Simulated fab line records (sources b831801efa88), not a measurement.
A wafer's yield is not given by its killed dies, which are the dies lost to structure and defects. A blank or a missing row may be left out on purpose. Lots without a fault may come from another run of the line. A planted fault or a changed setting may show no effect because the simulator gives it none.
A struck lot beside a sound one | flow sky130 | 20 out of 708 route steps
Sound: these wafers, L982.3, L982.4, L982.5. Wafers struck: L986.1, L986.3, L986.6. The cause is named last.
At each step with rows: each side's tool, then ch and its chambers, then its first start. Under that, the readings that differ: sound wafers | struck wafers | difference of the means | sigmas: that difference in standard deviations of wafers without a fault.
alike: same words and numbers on both sides, and readings whose means sit less than 2 such deviations apart. not compared: any withheld reading, any reading some wafer has no value for, any bound like >300 that may hide the same value, and any number with overlapping values for which the record gives no deviation.
The two part at a step that has a row with sigmas, a row that says differs or no value, or rows on one side only. Non-overlapping numbers with no deviation appear without sigmas and do not part them. Lack of a reading on every wafer of one side parts them only where that side has two or more wafers.

SKY_LDD_HVP_OVL_MEAS_07:
  sound on overlay-01 at day 22 15:43; struck on overlay-02 at day 25 02:37
  reading          | sound          | struck      | difference | sigmas
  LDD_HVP_OVL (nm) | -2.9 -1.9 -2.5 | 2.2 1.4 1.0 | +4.0       | +3
then, 1 step without rows for these wafers: SKY_LDD_HVP_IMPLANT_08.
SKY_LDD_HVP_STRIP_09: strips in O2/N2.
  sound on plasma asher-04 ch 0,1, day 22 15:55; struck on plasma asher-04 ch 0,1, day 25 02:48
  alike: drypump motor current A, oes product au, strip time to endpoint s
  not compared: rf hours counter h
SKY_LDD_HVP_TW_MEAS_10:
  sound on film metro-04 at day 22 16:01; struck on film metro-04 at day 25 02:54
  alike: LDD_HVP_TW
then, 7 steps without rows for these wafers: SKY_LDD_LDN_DEHYDRATE_00 (time 60 s); SKY_LDD_LDN_HMDS_01 (prime time 60 s); SKY_LDD_LDN_COAT_02 (resist thk 1140 nm); SKY_LDD_LDN_SOFTBAKE_03 (time 60 s); SKY_LDD_LDN_EXPOSE_04 (exposes mask LDNTM, target cd 700 nm); SKY_LDD_LDN_PEB_05; SKY_LDD_LDN_DEVELOP_06 (develop time 60 s).
SKY_LDD_LDN_OVL_MEAS_07:
  sound on overlay-02 at day 23 21:25; struck on overlay-01 at day 26 08:01
  alike: LDD_LDN_OVL
SKY_LDD_LDN_IMPLANT_08:
  sound on implanter-04 ch 0, day 23 21:30; struck on implanter-03 ch 0, day 26 08:03
  reading                   | sound             | struck            | difference | sigmas
  implant ion amu           | 75 75 75          | 49 49 49          | -26        |
  model.implant.drp nm (nm) | 5.933 5.933 5.933 | 7.963 7.963 7.963 | +2.030     |
  model.implant.rp nm (nm)  | 13.15 13.15 13.15 | 13.97 13.97 13.97 | +0.82      |
then, 3 steps without rows for these wafers: SKY_LDD_LDN_IMPLANT_09; SKY_LDD_LDN_IMPLANT_10; SKY_LDD_LDN_IMPLANT_11.
SKY_LDD_LDN_STRIP_12: strips in O2/N2.
  sound on plasma asher-03 ch 0,1, day 23 22:05; struck on plasma asher-02 ch 0, day 26 08:39
  reading                     | sound       | struck      | difference | sigmas
  drypump motor current A (A) | 5.6 6.0 5.6 | 6.5 6.5 6.5 | +0.8       | +2
  alike: oes product au, strip time to endpoint s
  not compared: rf hours counter h
SKY_LDD_LDN_TW_MEAS_13:
  sound on film metro-03 at day 23 22:10; struck on film metro-03 at day 26 08:45
  reading    | sound          | struck         | difference | sigmas
  LDD_LDN_TW | 1481 1481 1470 | 1389 1386 1383 | -91        | -9
then, 1 step without rows for these wafers: SKY_LDD_LDN_CLEAN_14 (cleans in SC1/SC2, time 150 s).
-- a jump in the record: the struck wafers' starts before and after are 22 days apart (it breaks off in module LDD_LDN and resumes in module PAD_OPEN, where the first step shown is number 708 of the route) --
SKY_PAD_OPEN_PROBE_99:
  sound on prober-01 at day 46 10:25; struck on prober-01 at day 48 02:47
  reading                                 | sound                   | struck                   | difference | sigmas
  model.etest.tip sonos.rs ohm sq         | 2672 2655 2630          | 1.042e+04 9947 1.042e+04 | +7.610e+03 |
  model.etest.sonos uncharged.r on ohm um | 805.2 816.1 795         | 938.1 955.6 948.1        | +141.8     |
  model.etest.tip sonos.rs ohm sq range   | 42.45 26.41 36.87       | 150.5 101.2 107.5        | +84.5      |
  model.etest.sonos erased.drive ua um    | 190.4 182.3 196.7       | 151.5 129.8 125.4        | -54.2      |
  model.etest.sonos erased.vt v (V)       | -2.327 -2.295 -2.366    | -1.888 -1.818 -1.82      | +0.487     |
  model.etest.sonos uncharged.vt v (V)    | -0.4381 -0.3811 -0.4192 | -0.1921 -0.1265 -0.1597  | +0.2534    |
  model.etest.sonos baked.vt v (V)        | 1.045 1.065 1.094       | 1.156 1.159 1.148        | +0.086     |
  alike: killed_at_M0_to_M3, killed_at_M4_up, killed at contacts, killed at front end, killed at other, killed dies, killed open, killed short
  not compared: model.etest.tip sonos.rs ohm sq rim less centre

WHERE THEY PART
Last at SKY_LDD_LDN_TW_MEAS_13 as far as this record goes, first at SKY_LDD_HVP_OVL_MEAS_07. Later steps at which nothing parts them and some readings are alike: SKY_PAD_OPEN_PROBE_99.

WHY: whatever the simulator had introduced
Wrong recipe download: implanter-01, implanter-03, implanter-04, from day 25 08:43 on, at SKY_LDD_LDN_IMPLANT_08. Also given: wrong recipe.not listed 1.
